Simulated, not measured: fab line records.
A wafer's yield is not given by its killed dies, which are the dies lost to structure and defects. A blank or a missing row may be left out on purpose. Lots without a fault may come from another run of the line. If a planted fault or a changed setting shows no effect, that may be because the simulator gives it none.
fab line records	flow sky130
[record] lots = 6	wafers = 18	last_day = 50
route steps=708 shown METAL2@495 VIA2@507 PAD_OPEN@708
lots with no fault: from the same line, run without faults
start_h: hours from the record's opening day to when the first of the lot's shown wafers began	wait_h: hours since the lot's step before	" repeats the value in the row above	L1.1+2: a row that stands for several wafers	- no value, or no start given	* or withheld: withheld	< > ~ a bound
route shown NAME@n: NAME is a module with steps in the file, n the number in the route of the first one	usual: mean/standard deviation of fault-free wafers	same: alike in all rows	chamber/n: place in a boat	sites: readings site by site	_std_site: standard deviation across them	_edge_site: mean of outer sites minus mean of inner sites	radius_mm: how far each site lies from the wafer's centre	mask NAME#n: copy n	behind: the most recent tool/chamber to have shaped the wafer	hold: why the lot went on hold/how many hours it stayed there/how the hold came to an end	device: whichever transistor did not switch (one of n, p or np)	end of line: the same wafers' tests at the end of the route	step lacking rows: just its recipe	killed: not the wafer's yield, but the dies lost to structure and defects at the first sort	map: the dies of a wafer, with x for killed, . for not killed, _ for no die there
set.NAME: the setting the step ran with; set.NAME@STEP: the setting that earlier step ran with	model.NAME: the simulator's own value behind a step, which no gauge read
certain route steps with their lots: each step a table, each wafer a row
services: the hour from which a tool's chamber was out of use, counted from the record's first day as start_h (under 0 if before that day), plus the number of hours and why
[[steps]]
[step SKY_METAL2_EXPOSE_12]
[recipe] mask_id = MM2	na = 0.8	source_shape = annular	sigma_inner = 0.55	sigma_outer = 0.85	target_cd_nm = 140	dose_mj = 28
[step SKY_METAL2_PEB_13]
[recipe] peb_temp_c = withheld	peb_time_s = withheld	resist = KrF-thick
[step SKY_METAL2_DEVELOP_14]
[recipe] develop_time_s = 60	resist = KrF-thick	dev_temp_c = 21
[step SKY_METAL2_CD_MEAS_15]
[recipe] target_cd_nm = 140
[usual] cd_nm = 140.4/1.5
lot.wafer	tool	chamber	start_h	wait_h	cd_nm
L619.1	cd_sem-01	-	821.50	-	142.9
L619.2	"	-	"	"	140.6
L619.3	"	-	"	"	141.1
L624.3	cd_sem-02	-	866.85	-	141.1
L624.4	"	-	"	"	139.8
L624.6	"	-	"	"	140.4
L629.1	cd_sem-02	-	906.20	-	140.8
L629.3	"	-	"	"	140.4
L629.6	"	-	"	"	141.7
L630.1	cd_sem-01	-	910.69	-	139.1
L630.4	"	-	"	"	139.8
L630.5	"	-	"	"	141.4
L632.3	cd_sem-02	-	942.18	-	139.2
L632.4	"	-	"	"	138.9
L632.5	"	-	"	"	140.0
L640.3	cd_sem-01	-	976.54	-	141.2
L640.5	"	-	"	"	141.7
L640.6	"	-	"	"	141.2
[step SKY_METAL2_OVL_MEAS_16]
[usual] METAL2_OVL = -1/5.7
lot.wafer	tool	chamber	start_h	wait_h	METAL2_OVL[nm]
L619.1	overlay-01	-	821.62	0.1	0
L619.2	"	-	"	"	6
L619.3	"	-	"	"	6
L624.3	overlay-02	-	866.94	0.1	-5
L624.4	"	-	"	"	1
L624.6	"	-	"	"	4
L629.1	overlay-01	-	906.32	0.1	0
L629.3	"	-	"	"	-5
L629.6	"	-	"	"	-3
L630.1	overlay-02	-	910.81	0.1	4
L630.4	"	-	"	"	5
L630.5	"	-	"	"	6
L632.3	overlay-01	-	942.28	0.1	7
L632.4	"	-	"	"	10
L632.5	"	-	"	"	18
L640.3	overlay-02	-	976.63	0.1	-5
L640.5	"	-	"	"	-4
L640.6	"	-	"	"	0
[step SKY_METAL2_DESCUM_17]
[recipe] chemistry = O2	source_power_w = 150	bias_power_w = 0	pressure_mtorr = 10	temp_c = 40	time_s = 8
[usual] drypump_motor_current_A = 5.83/0.23	oes_product_au = 0.999/0.0091	rf_fwd_power_W = 146.9/0.58
lot.wafer	tool	chamber	start_h	wait_h	drypump_motor_current_A	oes_product_au	rf_fwd_power_W	rf_hours_counter_h
L619.1	rie_metal-01	1	821.65	0.0	5.66	1.009	145.9	8
L619.2	"	0	"	"	6.01	0.997	148.0	2
L619.3	"	1	"	"	5.66	1.016	145.5	-
L624.3	rie_metal-02	1	866.98	0.0	6.19	0.982	146.3	-
L624.4	"	0	"	"	5.62	0.990	146.7	-
L624.6	"	1	"	"	6.18	0.994	146.7	-
L629.1	rie_metal-01	1	906.35	0.0	5.67	1.017	146.8	11
L629.3	"	1	"	"	5.66	1.011	146.3	-
L629.6	"	1	"	"	5.67	1.011	146.6	-
L630.1	rie_metal-01	1	910.85	0.0	5.64	1.009	146.9	12
L630.4	"	0	"	"	6.02	0.989	147.1	-
L630.5	"	1	"	"	5.65	1.027	146.7	-
L632.3	rie_metal-02	0	942.31	0.0	5.63	0.997	147.2	-
L632.4	"	1	"	"	6.14	0.989	146.5	-
L632.5	"	0	"	"	5.61	0.996	145.9	-
L640.3	rie_metal-02	1	976.67	0.0	6.17	0.994	147.8	-
L640.5	"	1	"	"	6.16	0.995	147.6	-
L640.6	"	1	"	"	6.16	1.003	147.2	-
[step SKY_METAL2_ETCH_18]
[recipe] chemistry = N2/H2	target = BARC	ion_energy_ev = 200	bias_w = 100	pressure_mtorr = 30	n2_flow_sccm = 100	h2_flow_sccm = 200	icp_w = 500	stop_on = SiO2	time_s = 45.9	target_depth_a = 600
[usual] drypump_motor_current_A = 5.83/0.23	oes_product_au = 0.853/0.0044	rf_fwd_power_W = 494.3/1.9	throttle_valve_pct = 13.225/0.01
lot.wafer	tool	chamber	start_h	wait_h	drypump_motor_current_A	oes_product_au	rf_fwd_power_W	rf_hours_counter_h	throttle_valve_pct
L619.1	rie_metal-01	1	821.68	0.0	5.68	0.861	492.1	8	13.205
L619.2	"	0	"	"	6.04	0.852	496.5	2	13.229
L619.3	"	1	"	"	5.69	0.861	492.3	-	13.221
L624.3	rie_metal-02	1	867.02	0.0	6.16	0.856	493.5	-	13.215
L624.4	"	0	"	"	5.64	0.857	491.8	-	13.248
L624.6	"	1	"	"	6.18	0.852	495.5	-	13.225
L629.1	rie_metal-01	1	906.38	0.0	5.66	0.856	492.6	11	13.208
L629.3	"	1	"	"	5.67	0.856	492.8	-	13.227
L629.6	"	1	"	"	5.67	0.859	490.5	-	13.231
L630.1	rie_metal-01	1	910.88	0.0	5.65	0.850	492.7	12	13.218
L630.4	"	0	"	"	6.02	0.849	491.9	-	13.239
L630.5	"	1	"	"	5.66	0.843	493.5	-	13.229
L632.3	rie_metal-02	0	942.35	0.0	5.63	0.861	493.0	-	13.227
L632.4	"	1	"	"	6.16	0.860	494.4	-	13.216
L632.5	"	0	"	"	5.64	0.853	493.4	-	13.220
L640.3	rie_metal-02	1	976.76	0.1	6.17	0.853	492.5	-	13.227
L640.5	"	1	"	"	6.14	0.852	494.1	-	13.227
L640.6	"	1	"	"	6.16	0.854	492.6	-	13.219
[step SKY_METAL2_METAL_ETCH_19]
[recipe] target_depth_a = 3600	stop_on = SiO2	over_etch_frac = 0.3	time_s = 78	chemistry = Cl2/BCl3	resist_sidewall_deg = 88	pressure_mtorr = 10	icp_w = 900	bias_w = 48.5	Cl2_flow_sccm = 60	bcl3_flow_sccm = 30
[usual] drypump_motor_current_A = 5.82/0.23	oes_product_au = 0.856/0.0056	rf_fwd_power_W = 892.9/2.8	throttle_valve_pct = 22.265/0.0096
lot.wafer	tool	chamber	start_h	wait_h	drypump_motor_current_A	oes_product_au	rf_fwd_power_W	rf_hours_counter_h	throttle_valve_pct
L619.1	rie_metal-01	1	821.75	0.0	5.66	0.850	886.5	8	22.273
L619.2	"	0	"	"	6.02	0.860	890.7	2	22.265
L619.3	"	1	"	"	5.67	0.848	887.6	-	22.259
L624.3	rie_metal-02	1	867.09	0.1	6.12	0.856	896.5	-	22.258
L624.4	"	0	"	"	5.62	0.854	893.7	-	22.271
L624.6	"	1	"	"	6.15	0.862	896.0	-	22.273
L629.1	rie_metal-01	1	906.45	0.0	5.67	0.851	896.4	11	22.283
L629.3	"	1	"	"	5.68	0.862	892.2	-	22.259
L629.6	"	1	"	"	5.68	0.862	896.9	-	22.260
L630.1	rie_metal-01	1	910.94	0.0	5.65	0.852	889.5	12	22.256
L630.4	"	0	"	"	6.02	0.857	893.4	-	22.270
L630.5	"	1	"	"	5.67	0.846	890.4	-	22.274
L632.3	rie_metal-02	0	942.42	0.1	5.62	0.848	896.5	-	22.260
L632.4	"	1	"	"	6.16	0.857	898.2	-	22.280
L632.5	"	0	"	"	5.64	0.843	891.8	-	22.266
L640.3	rie_metal-02	1	976.90	0.1	6.14	0.867	886.7	-	22.252
L640.5	"	1	"	"	6.16	0.863	892.6	-	22.260
L640.6	"	1	"	"	6.14	0.862	893.0	-	22.264
[step SKY_METAL2_STRIP_20]
[recipe] chemistry = O2/N2	power_w = 1400	pressure_mtorr = 1500	platen_temp_c = withheld	o2_flow_sccm = 3000	n2_flow_sccm = 300	overash_fraction = 0.5
[usual] drypump_motor_current_A = 6.19/0.24	oes_product_au = 0.343/0.0052	strip_time_to_endpoint_s = 2.69/0.039
lot.wafer	tool	chamber	start_h	wait_h	drypump_motor_current_A	oes_product_au	rf_hours_counter_h	strip_time_to_endpoint_s
L619.1	plasma_asher-04	1	821.84	0.1	6.25	0.343	71	2.69
L619.2	"	0	"	"	6.34	0.347	71	2.70
L619.3	"	0	"	"	6.34	0.347	-	2.65
L624.3	plasma_asher-04	1	867.18	0.1	6.22	0.343	-	2.66
L624.4	"	0	"	"	6.34	0.337	-	2.66
L624.6	"	1	"	"	6.24	0.350	-	2.66
L629.1	plasma_asher-04	1	906.54	0.1	6.28	0.344	80	2.64
L629.3	"	0	"	"	6.34	0.342	-	2.67
L629.6	"	1	"	"	6.26	0.339	-	2.70
L630.1	plasma_asher-04	0	911.03	0.1	6.32	0.342	81	2.60
L630.4	"	0	"	"	6.35	0.345	-	2.69
L630.5	"	1	"	"	6.26	0.338	-	2.62
L632.3	plasma_asher-04	0	942.52	0.1	6.35	0.341	-	2.68
L632.4	"	1	"	"	6.25	0.354	-	2.71
L632.5	"	0	"	"	6.36	0.348	-	2.75
L640.3	plasma_asher-02	1	977.06	0.1	6.53	0.354	-	2.71
L640.5	"	0	"	"	5.76	0.341	-	2.72
L640.6	"	1	"	"	6.54	0.344	-	2.70
[step SKY_METAL2_STRIP_21]
[recipe] chemistry = post_etch_residue_remover	time_s = 1200	temp_c = 72.5
[step SKY_METAL2_CLEAN_22]
[recipe] chemistry = IPA	time_s = 180	temp_c = 25
[step SKY_METAL2_CLEAN_23]
[recipe] chemistry = O3/DIW	dry = n2_spin
[step SKY_VIA2_HDPCVD_00]
[recipe] material = SiO2	target_thk_nm = 1180	sigma_open_frac = 0.3	time_s = 196.7	temp_c = 400	sih4_flow_sccm = 60	pressure_mtorr = 6
[usual] run_length_s = 225.0/0.63
lot.wafer	tool	chamber	start_h	wait_h	run_length_s	model.SiO2_of_VIA2_HDPCVD_00.thk_nm
L619.1	hdpcvd-02	2	822.87	0.0	224.4	1179
L619.2	"	0	"	"	225.3	1184
L619.3	"	1	"	"	225.3	1167
L624.3	hdpcvd-02	2	867.80	0.0	224.6	1179
L624.4	"	1	"	"	225.7	1164
L624.6	"	2	"	"	225.0	1172
L629.1	hdpcvd-01	2	907.17	0.0	225.2	1165
L629.3	"	0	"	"	224.7	1188
L629.6	"	2	"	"	224.7	1170
L630.1	hdpcvd-01	0	911.66	0.0	224.3	1177
L630.4	"	2	"	"	224.6	1165
L630.5	"	0	"	"	224.3	1167
L632.3	hdpcvd-01	1	943.12	0.0	224.5	1169
L632.4	"	2	"	"	215.5	1111
L632.5	"	0	"	"	224.4	1166
L640.3	hdpcvd-01	2	977.62	0.0	225.1	1182
L640.5	"	0	"	"	224.7	1178
L640.6	"	1	"	"	215.3	1106
[step SKY_VIA2_THK_MEAS_01]
[recipe] reads = SiO2_of_VIA2_HDPCVD_00
[usual] VIA2_HDPCVD_THK = 1176/12
lot.wafer	tool	chamber	start_h	wait_h	VIA2_HDPCVD_THK[nm]
L619.1	film_metro-01	-	822.99	0.1	1179
L619.2	"	-	"	"	1184
L619.3	"	-	"	"	1167
L624.3	film_metro-01	-	867.94	0.1	1178
L624.4	"	-	"	"	1165
L624.6	"	-	"	"	1172
L629.1	film_metro-01	-	907.30	0.1	1166
L629.3	"	-	"	"	1188
L629.6	"	-	"	"	1171
L630.1	film_metro-01	-	911.78	0.1	1177
L630.4	"	-	"	"	1165
L630.5	"	-	"	"	1166
L632.3	film_metro-03	-	943.27	0.1	1169
L632.4	"	-	"	"	1112
L632.5	"	-	"	"	1165
L640.3	film_metro-03	-	977.77	0.1	1181
L640.5	"	-	"	"	1179
L640.6	"	-	"	"	1106
[step SKY_VIA2_CMP_02]
[recipe] material = SiO2	down_force_psi = 4	platen_rpm = 60	pad_velocity_m_s = 0.94248
[usual] motor_current_A = 12.1/1.4	slurry_flow_ml_min = 150.0/0.47
lot.wafer	tool	chamber	start_h	wait_h	motor_current_A	slurry_flow_ml_min
L619.2	cmp-02	1	823.10	0.1	11.7	149.8
L619.3	"	2	"	"	14.0	149.7
L619.1	"	3	"	"	11.1	150.7
L624.4	cmp-01	0	868.03	0.1	12.7	149.7
L624.3	"	2	"	"	10.3	149.7
L624.6	"	3	"	"	13.5	148.8
L629.1	cmp-02	3	907.36	0.1	10.9	149.5
L629.3	"	0	"	"	12.1	149.7
L629.6	"	3	"	"	10.4	149.3
L630.4	cmp-02	1	911.84	0.0	11.3	149.1
L630.1	"	2	"	"	13.3	150.2
L630.5	"	2	"	"	14.3	150.8
L632.4	cmp-02	1	943.31	0.0	11.9	149.5
L632.3	"	0	"	"	12.2	149.1
L632.5	"	2	"	"	14.8	149.5
L640.3	cmp-01	3	977.86	0.1	14.2	149.8
L640.5	"	2	"	"	10.2	149.6
L640.6	"	3	"	"	13.8	150.6
[step SKY_PAD_OPEN_PROBE_99]
[usual] defect_limited_yield = 82.7/1.8	killed_at_M0_to_M3 = 44/6.8	killed_at_M4_up = 3.2/1.7	killed_at_contacts = 24/4.9	killed_at_front_end = 14/4.1	killed_at_other = 0.2/0.51	killed_dies = 85/8.7	killed_open = 46/6.8	killed_short = 39/6.1	sort_bin_3_pad_short = 0.9/0.43	sort_bin_5_function = 10.1/1.4	sort_bin_6_memory = 6.3/1.1	sort_n_pass = 407/8.7	sort_yield_pct = 82.7/1.8
[same] gross_dies = 492	killed_at_back_side = 0	sort_bin_4_leakage[%] = 0	sort_bin_8_speed[%] = 0
lot.wafer	tool	chamber	start_h	wait_h	defect_limited_yield[%]	killed_at_M0_to_M3	killed_at_M4_up	killed_at_contacts	killed_at_front_end	killed_at_other	killed_dies	killed_open	killed_short	sort_bin_3_pad_short[%]	sort_bin_5_function[%]	sort_bin_6_memory[%]	sort_n_pass	sort_yield_pct[%]
L624.3	prober-02	-	1109.47	0.2	85.4	34	2	22	14	0	72	35	37	0.8	8.9	4.9	420	85.4
L624.4	prober-02	-	1109.52	0.2	82.1	44	3	29	12	0	88	49	39	0.6	11.2	6.1	404	82.1
L624.6	prober-02	-	1109.62	0.2	82.5	41	1	26	18	0	86	46	40	0.6	9.6	7.3	406	82.5
L629.1	prober-01	-	1142.57	0.1	81.5	56	2	20	13	0	91	47	44	0.8	11.6	6.1	401	81.5
L629.3	prober-01	-	1142.67	0.2	82.7	43	5	25	12	0	85	43	42	0.2	8.7	8.3	407	82.7
L629.6	prober-01	-	1142.82	0.2	86.2	38	1	17	11	1	68	35	33	2.0	6.7	5.1	424	86.2
// killed by level:class
L624.3 CONTACT:geometric_particle:open=11 METAL1:geometric_particle:short=6 VIA1:geometric_particle:open=5 LOCAL_INTERCONNECT:geometric_particle:short=5 METAL3:geometric_particle:short=5 FIELD_ISO:geometric_particle:short=4 CONTACT:geometric_particle:short=4 VIA2:geometric_particle:open=4
L624.4 VIA3:geometric_particle:open=12 CONTACT:geometric_particle:open=11 VIA1:geometric_particle:open=8 VIA1:geometric_particle:short=8 CONTACT:geometric_particle:short=7 LI_CONTACT:geometric_particle:open=5 METAL1:geometric_particle:short=5 VIA3:geometric_particle:short=4
L624.6 CONTACT:geometric_particle:open=14 VIA3:geometric_particle:open=8 VIA1:geometric_particle:open=6 VIA2:geometric_particle:open=6 POLY_GATE:geometric_particle:short=5 METAL1:geometric_particle:short=5 METAL2:geometric_particle:short=5 FIELD_ISO:geometric_particle:short=4
L629.1 VIA1:geometric_particle:open=17 METAL2:geometric_particle:short=11 VIA1:geometric_particle:short=7 VIA3:geometric_particle:open=7 CONTACT:geometric_particle:open=6 FIELD_ISO:geometric_particle:open=5 LI_CONTACT:geometric_particle:short=5 SPACER:geometric_particle:short=4
L629.3 CONTACT:geometric_particle:open=10 VIA1:geometric_particle:open=9 VIA2:geometric_particle:open=8 METAL2:geometric_particle:short=7 VIA1:geometric_particle:short=6 LI_CONTACT:geometric_particle:open=6 POLY_GATE:geometric_particle:open=5 FIELD_ISO:geometric_particle:short=4
L629.6 VIA1:geometric_particle:open=11 CONTACT:geometric_particle:open=7 METAL2:geometric_particle:short=6 VIA2:geometric_particle:open=6 CONTACT:geometric_particle:short=5 METAL1:geometric_particle:short=5 FIELD_ISO:geometric_particle:short=4 VIA3:geometric_particle:open=4
[[services]]
tool	chamber	start_h	hours	kind
hdpcvd-02	-	802.24	6.0	pm
rie_metal-02	-	806.47	1.4	pm
hdpcvd-01	-	814.76	2.3	repair
hdpcvd-01	-	817.91	5.5	pm
plasma_asher-02	-	821.65	11.7	repair
cmp-01	-	826.63	3.8	pm
rie_metal-02	1	828.55	-	clean
rie_metal-02	1	828.55	13.8	scheduled_down
plasma_asher-02	-	833.31	14.6	pm
cmp-01	-	833.79	0.7	repair
hdpcvd-02	-	855.77	0.9	repair
cmp-01	-	860.22	4.5	repair
cmp-01	-	880.50	1.1	repair
rie_metal-02	-	880.75	2.8	pm
plasma_asher-04	-	888.74	0.7	repair
hdpcvd-02	2	891.11	3.0	repair
cmp-01	-	907.57	6.3	repair
rie_metal-02	-	909.75	14.6	pm
plasma_asher-04	-	921.03	0.7	repair
cmp-01	-	925.51	4.0	pm
plasma_asher-02	-	929.22	0.9	repair
cmp-01	-	931.54	3.7	repair
plasma_asher-04	-	947.77	0.7	repair
hdpcvd-01	-	950.25	15.0	pm
[[key]]
[first_sign] step = SKY_VIA2_HDPCVD_00	reading = run_length_s	direction = down	sigmas = 15	usual = *	struck = *
[effect] step = SKY_VIA2_THK_MEAS_01	reading = VIA2_HDPCVD_THK	direction = down	sigmas = 5.7	usual = 1176	struck = 1109
[model_effect] step = SKY_VIA2_HDPCVD_00	value = SiO2_of_VIA2_HDPCVD_00.thk_nm	without = 1162	struck = 1109
met_at SKY_VIA2_HDPCVD_00
struck_wafers L632.4,L640.6
onset_between 911.66 943.12
[fault] kind = process_parameter_drift	tool = hdpcvd-01	chamber = -	onset_h = 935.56	steps = SKY_VIA2_HDPCVD_00	channel = time_s	offset = *	shape = step	end_h = 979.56	scope = struck_wafers_only	acts_in = *	stated = *
